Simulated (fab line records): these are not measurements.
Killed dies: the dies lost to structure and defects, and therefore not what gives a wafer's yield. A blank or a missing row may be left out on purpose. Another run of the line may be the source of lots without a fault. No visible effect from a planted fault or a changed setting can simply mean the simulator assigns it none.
2 desks, one fault ; flow sfq line ; numbers are kept per desk, each desk with only its own; the story behind them comes last

THE METROLOGY DESK
Means of the sampled wafers that have a number, per lot and without regard to the tool the lot ran on: this is what the gauges read. Any lot whose mean is over 4 standard deviations away from the usual mean is out of limits and marked OUT; that distance is given in the brackets.
Columns: A = I0_OVL at SFQ_I0_OVL_MEAS_908, usual -1 nm; B = M2_NB_RS at SFQ_M2_RS_MEAS_914, usual 0.892 ohm/sq; C = M4_OVL at SFQ_M4_OVL_MEAS_926, usual 1 nm; D = I4_BOW at SFQ_I4_BOW_MEAS_927, usual 4 um
lot;first seen here;A;B;C;D
L358;day 16 04:24;5;0.897;-1;-8
L359;day 16 16:23;5;0.896;7;-4
L361;day 17 07:59;0;0.893;-3;-1
L365;day 19 15:19;-2;0.992 (+13) OUT;-1;-6
L367;day 19 22:49;-3;1.128 (+31) OUT;6;0
L368;day 20 07:13;-4;1.018 (+17) OUT;5;10
L369;day 20 09:37;0;0.887;-3;8
L370;day 20 19:13;-5;0.893;2;5
L373;day 22 17:47;-2;0.898;7;11
L375;day 23 12:59;6;0.883;3;10
L376;day 24 02:12;-3;0.887;-5;11
L377;day 24 14:11;1;0.893;6;5
L378;day 24 22:35;-0;0.897;6;10
L379;day 25 17:25;5;0.893;-1;7
L381;day 26 22:47;-0;0.887;3;-2
This desk finds L365, L367, L368 out of limits, with the earliest case on L365 at day 32 04:37 (M2_NB_RS at SFQ_M2_RS_MEAS_914). L358, L359, L361, L369, L370, L373, L375, L376, L377, L378, L379, L381: within limits.

FOR THE TOOL OWNER'S DESK: pvd sputter-04
The tool's own readings at SFQ_TRILAYER_M2_DEP_SPUTTER_055 (material Nb, target thk 200 nm, time 133.3 s): means of the sampled wafers that have a number, for each lot that ran on this tool. Any lot whose mean is over 4 standard deviations away from the usual mean is out of limits and marked OUT; that distance is given in the brackets.
Columns: A = substrate temp c at SFQ_TRILAYER_M2_DEP_SPUTTER_055, usual 20.01 C; B = throttle valve pct at SFQ_TRILAYER_M2_DEP_SPUTTER_055, usual 30.4 %
lot;first seen here;A;B
L359;day 29 15:20;19.95;30.7
L365;day 32 04:32;19.90;30.9
L367;day 32 11:37;19.93;30.6
L368;day 32 16:24;20.02;31.1
L376;day 36 06:49;20.19;30.0
L378;day 37 22:38;19.96;30.1
This desk's verdict: no lot among the 6 shows anything out of limits.

PUT TOGETHER
L365, L367, L368 would have let the metrology desk raise an alarm at day 32 04:37.
The desk of the tool owner found nothing out of limits.
Tool owner's desk: L365, L367, L368 on record, inside its limits.
Every lot named ran SFQ_TRILAYER_M2_DEP_SPUTTER_055 on pvd sputter-04.

WHAT HAD BEEN PUT IN BY THE SIMULATOR
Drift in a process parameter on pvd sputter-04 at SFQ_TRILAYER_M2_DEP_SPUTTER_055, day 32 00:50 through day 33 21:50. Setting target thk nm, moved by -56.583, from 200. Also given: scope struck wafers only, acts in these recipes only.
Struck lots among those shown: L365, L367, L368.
Per desk, hours elapsed from the start of the fault to the first reading out of limits: for the metrology desk, 4.
